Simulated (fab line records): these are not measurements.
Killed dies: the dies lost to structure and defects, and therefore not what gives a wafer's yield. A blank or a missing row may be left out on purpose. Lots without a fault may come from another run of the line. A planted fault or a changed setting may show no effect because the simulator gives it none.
A single fault, viewed from 2 desks -- flow gf180mcu -- only its own numbers are on each desk; what lay behind them is given at the end
Where a reading is given only as a bound, like >300, the bound stands for it, and a mean or a difference that rests on one is marked > or <: the true number lies beyond.

FROM THE METROLOGY DESK
What the gauges read, lot by lot, whatever tool the lot ran on: means of the sampled wafers that have a number. Marked OUT: a lot whose mean sits more than 4 standard deviations from the usual mean, which makes it out of limits; the brackets give that distance.
Columns: A = V1_CVD_02_THK at GF_V1_THK_MEAS_03, usual 850 nm; B = V1_OVL at GF_V1_OVL_MEAS_15, usual -2 nm; C = V1_W_RS at GF_V1_RS_MEAS_24, usual 0.323 ohm/sq; D = V1_W_THK at GF_V1_THK_MEAS_25, usual 351 nm
lot,first seen here,A,B,C,D
L921,day 17 04:23,852,-0,0.326,350
L920,day 17 05:25,857,5,0.317,358
L931,day 21 11:03,861,-1,44.698 (+99 or more) OUT,-
L930,day 21 14:37,855,-13,42.953 (+99 or more) OUT,<0 (<-59) OUT
L933,day 22 03:43,854,-2,0.323,342
L936,day 22 17:44,847,-6,0.324,352
L938,day 23 13:13,845,-2,0.325,348
L939,day 24 04:41,851,-2,0.326,344
L940,day 24 13:43,854,1,0.325,343
L942,day 25 00:04,850,4,0.320,354
L941,day 25 00:59,852,8,0.324,352
L943,day 25 20:53,849,-5,0.328,349
This desk finds L930, L931 out of limits, with the earliest case on L931 at day 22 11:29 (V1_W_RS at GF_V1_RS_MEAS_24). Within limits: L921, L920, L933, L936, L938, L939, L940, L942, L941, L943.

THE TOOL OWNER'S DESK: cvd w-01
The tool's own readings at GF_V1_CVD_23 (deposits W, target thk 350 nm, time 105.05 s): means of the sampled wafers that have a number, for each lot that ran on this tool. Marked OUT: a lot whose mean sits more than 4 standard deviations from the usual mean, which makes it out of limits; the brackets give that distance.
Columns: A = chamber pressure Torr at GF_V1_CVD_23, usual 40.01 Torr; B = heater power outer w at GF_V1_CVD_23, usual 538 W; C = heater power w at GF_V1_CVD_23, usual 866 W
lot,first seen here,A,B,C
L921,day 18 04:37,39.95,604,956
L933,day 23 04:24,40.04,505,818
L936,day 23 17:22,40.04,453,761
L938,day 24 13:00,39.99,506,835
L939,day 25 03:55,40.09,558,911
L940,day 25 12:34,39.99,502,837
L941,day 25 23:34,40.24,553,896
L943,day 26 18:46,40.01,450,759
Finding of this desk: none of the 8 lots has anything out of limits.

TAKEN TOGETHER
Metrology desk: alarm possible at day 22 11:29 on L930, L931.
The tool owner's desk saw nothing out of limits.
The tool owner's desk has no number on record for L930, L931.
Every lot named ran GF_V1_CVD_23 on cvd w-01.

WHAT THE SIMULATOR HAD INSERTED
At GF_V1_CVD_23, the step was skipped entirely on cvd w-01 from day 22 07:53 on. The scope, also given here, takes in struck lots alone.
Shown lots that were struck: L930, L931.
Hours from the fault's start to each desk's first reading out of limits: the metrology desk, 4.
